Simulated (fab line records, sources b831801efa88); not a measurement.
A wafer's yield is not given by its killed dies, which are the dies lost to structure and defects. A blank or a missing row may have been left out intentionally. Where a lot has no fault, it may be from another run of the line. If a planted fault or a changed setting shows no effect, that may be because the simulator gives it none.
Which tool is to blame? | flow sfq-line | Sampling: 15 lots, 44 wafers, 3 of 325 route steps

## WHAT THE GAUGES SHOWED, per wafer
SFQ_L0_RS_MEAS_901: the measuring method here is four-point-probe.
lot  | measured    | on            | L0_MONX_KI_RS (ohm/sq)
L253 | day 1 17:35 | film-metro-04 | 43.0 42.7 43.6
L254 | day 1 22:34 | film-metro-01 | 43.7 43.7 43.6
L255 | day 2 03:34 | film-metro-01 | 43.8 43.7 43.4
L256 | day 2 08:34 | film-metro-02 | 43.8 44.1 43.5
L257 | day 2 13:34 | film-metro-04 | 43.3 43.7 43.4
L258 | day 2 18:34 | film-metro-01 | 42.8 43.2 43.0
L259 | day 2 23:34 | film-metro-02 | 43.7 43.7 43.6
L261 | day 3 09:37 | film-metro-04 | 42.5 42.7 42.6
L262 | day 3 14:34 | film-metro-04 | 43.5 43.5 43.6
L263 | day 3 19:35 | film-metro-02 | 44.1 44.0 44.0
L264 | day 4 00:34 | film-metro-02 | 43.7 44.0 43.8
L265 | day 4 05:34 | film-metro-04 | 42.5 42.3 43.1
L266 | day 4 10:34 | film-metro-02 | 67.4 43.2 43.5 67.4 43.2 43.5
L270 | day 5 06:37 | film-metro-01 | 67.5 42.9 43.1 67.4 43.1 43.1
L271 | day 5 11:34 | film-metro-01 | 67.7 43.2 67.9 43.1

SFQ_L0_THK_MEAS_902: measures by xrf.
lot  | measured    | on            | L0_MONX_KI_THK (nm)
L253 | day 1 17:41 | film-metro-04 | 40.4 40.3 39.5
L254 | day 1 22:41 | film-metro-01 | 39.3 39.2 39.1
L255 | day 2 03:41 | film-metro-01 | 38.9 39.3 39.6
L256 | day 2 08:41 | film-metro-02 | 39.4 39.1 39.9
L257 | day 2 13:41 | film-metro-04 | 39.7 39.3 39.7
L258 | day 2 18:41 | film-metro-01 | 39.8 39.8 39.8
L259 | day 2 23:41 | film-metro-02 | 39.5 39.5 39.6
L261 | day 3 09:43 | film-metro-04 | 40.3 40.4 40.7
L262 | day 3 14:41 | film-metro-04 | 39.6 39.4 39.6
L263 | day 3 19:41 | film-metro-02 | 39.1 39.1 38.9
L264 | day 4 00:41 | film-metro-02 | 39.2 39.0 39.4
L265 | day 4 05:41 | film-metro-04 | 40.3 40.6 40.0
L266 | day 4 12:57 | film-metro-02 | 25.7 39.8 39.7 25.6 39.8 39.4
L270 | day 5 11:23 | film-metro-01 | 25.7 40.5 40.1 25.7 40.4 40.4
L271 | day 5 14:33 | film-metro-01 | 25.5 40.2 25.6 40.2

## WHICH TOOL RAN EACH LOT (tool, then ch and the chambers of the sampled wafers, then the start)
lot  | SFQ_TRILAYER_L0_DEP_SPUTTER_003
L253 | pvd-sputter-05, day 1 17:29
L254 | pvd-sputter-05, day 1 22:29
L255 | pvd-sputter-05, day 2 03:29
L256 | pvd-sputter-03, day 2 08:29
L257 | pvd-sputter-04, day 2 13:29
L258 | pvd-sputter-03, day 2 18:29
L259 | pvd-sputter-05, day 2 23:29
L261 | pvd-sputter-05, day 3 09:29
L262 | pvd-sputter-05, day 3 14:29
L263 | pvd-sputter-03, day 3 19:29
L264 | pvd-sputter-03, day 4 00:29
L265 | pvd-sputter-04, day 4 05:29
L266 | pvd-sputter-03, day 4 10:29
L270 | pvd-sputter-03, day 5 06:29
L271 | pvd-sputter-03, day 5 11:29
- SFQ_TRILAYER_L0_DEP_SPUTTER_003: material MoNx KI, target thk 40 nm, time 100 s.

## WHAT THE TOOLS THEMSELVES READ (means of the sampled wafers that have a number; where no wafer has one, the mark that the record gives instead)
SFQ_TRILAYER_L0_DEP_SPUTTER_003.
lot  | tool           | throttle-valve-pct (%)
L253 | pvd-sputter-05 | 31.0
L254 | pvd-sputter-05 | 30.5
L255 | pvd-sputter-05 | 29.8
L256 | pvd-sputter-03 | 30.2
L257 | pvd-sputter-04 | 29.6
L258 | pvd-sputter-03 | 29.6
L259 | pvd-sputter-05 | 29.9
L261 | pvd-sputter-05 | 29.5
L262 | pvd-sputter-05 | 30.4
L263 | pvd-sputter-03 | 30.7
L264 | pvd-sputter-03 | 29.7
L265 | pvd-sputter-04 | 29.9
L266 | pvd-sputter-03 | 29.4
L270 | pvd-sputter-03 | 29.0
L271 | pvd-sputter-03 | 30.5

## THE ANSWER, worked out from the rows above alone
Rule: the usual values come from the lots themselves. Put in order of their means at a reading, lots are off if they are a third of the lots or fewer, leave a main group of 4 or more, and stand apart from it by a gap of 3 or more times the standard deviation of the main group's means; of several such gaps the widest counts. A main group whose means are all the same, to the digits that the tables above print for the reading, isn't used. Also off: a lot with no number at a reading for which 4 or more lots have one. The other lots that the step has rows for count as sound. First the gauges in route order, then the tools' own readings, where a lot's mean is used as printed above. At the first step where some lot is off, the reading lying furthest off is the one used; lots without a number count as furthest.
Off: L266, L270, L271, at SFQ_L0_RS_MEAS_901 (L0_MONX_KI_RS). Main group: mean 43.4 ohm/sq, sd 0.45.
If a tool, at a process step before that reading, ran all the lots that are off and no sound lot after the first of them, it fits. Those tools and the gauges at SFQ_L0_RS_MEAS_901 are tried in the same way. One fits: pvd-sputter-03 at SFQ_TRILAYER_L0_DEP_SPUTTER_003. A fault onset in the window from L264 (day 4 00:29, its last sound lot) to L266 (day 4 10:29, its first lot off) fits.

## WHAT WAS PUT IN BY THE SIMULATOR
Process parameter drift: pvd-sputter-03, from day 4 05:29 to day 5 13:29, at SFQ_TRILAYER_L0_DEP_SPUTTER_003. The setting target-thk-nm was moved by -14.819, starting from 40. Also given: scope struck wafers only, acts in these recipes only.
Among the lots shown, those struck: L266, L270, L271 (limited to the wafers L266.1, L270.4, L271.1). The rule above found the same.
